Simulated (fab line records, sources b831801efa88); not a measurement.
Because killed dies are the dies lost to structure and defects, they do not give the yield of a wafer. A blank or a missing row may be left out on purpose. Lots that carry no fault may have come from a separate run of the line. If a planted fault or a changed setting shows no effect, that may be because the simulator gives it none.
Matching of chambers    flow sfqLine    SFQ_TRILAYER_I2_CMP_CMP_064 on cmp-02: 4 sister chambers
The step polishes SiO2. 4 wafers are shown with their chamber, then 7 later ones without.

== WAFERS PAIRED WITH THEIR CHAMBERS ==
wafer   chamber  motorCurrentA (A)
L664.1  2        9.8
L664.3  0        13.2
L664.4  3        9.8
L666.1  1        9.1

== WAFERS MISSING THEIR CHAMBER ==
wafer   motorCurrentA (A)
L666.2  9.8
L666.5  13.4
L667.4  9.7
L667.5  9.2
L668.2  12.0
L668.4  9.6
L670.5  10.5

== THE CHAMBER EACH PASSED THROUGH ==
wafer   from the rows above           in truth
L666.2  can't be placed: 2 or 3 or 1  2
L666.5  0                             0
L667.4  can't be placed: 2 or 3 or 1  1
L667.5  can't be placed: 1 or 2 or 3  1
L668.2  can't be placed: 0 or 2 or 3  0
L668.4  can't be placed: 2 or 3 or 1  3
L670.5  can't be placed: 2 or 3 or 1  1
Correct placement for 1 of the 7. Unplaceable from these rows: 6, with the true chamber sitting among the candidates in 6. 0 placed wrongly.
How it was worked out, from the rows above alone: a wafer's distance from a chamber is the root of the sum, over the readings, of the square of ((its reading less the chamber's mean) divided by the reading's scatter). The wafer belongs to the nearest chamber; if the next one is less than 2 further off, it can't be placed. A chamber's mean is the mean of its shown wafers. The scatter: root of mean squared gap, hidden wafer to nearest shown wafer, with one shown wafer a chamber.
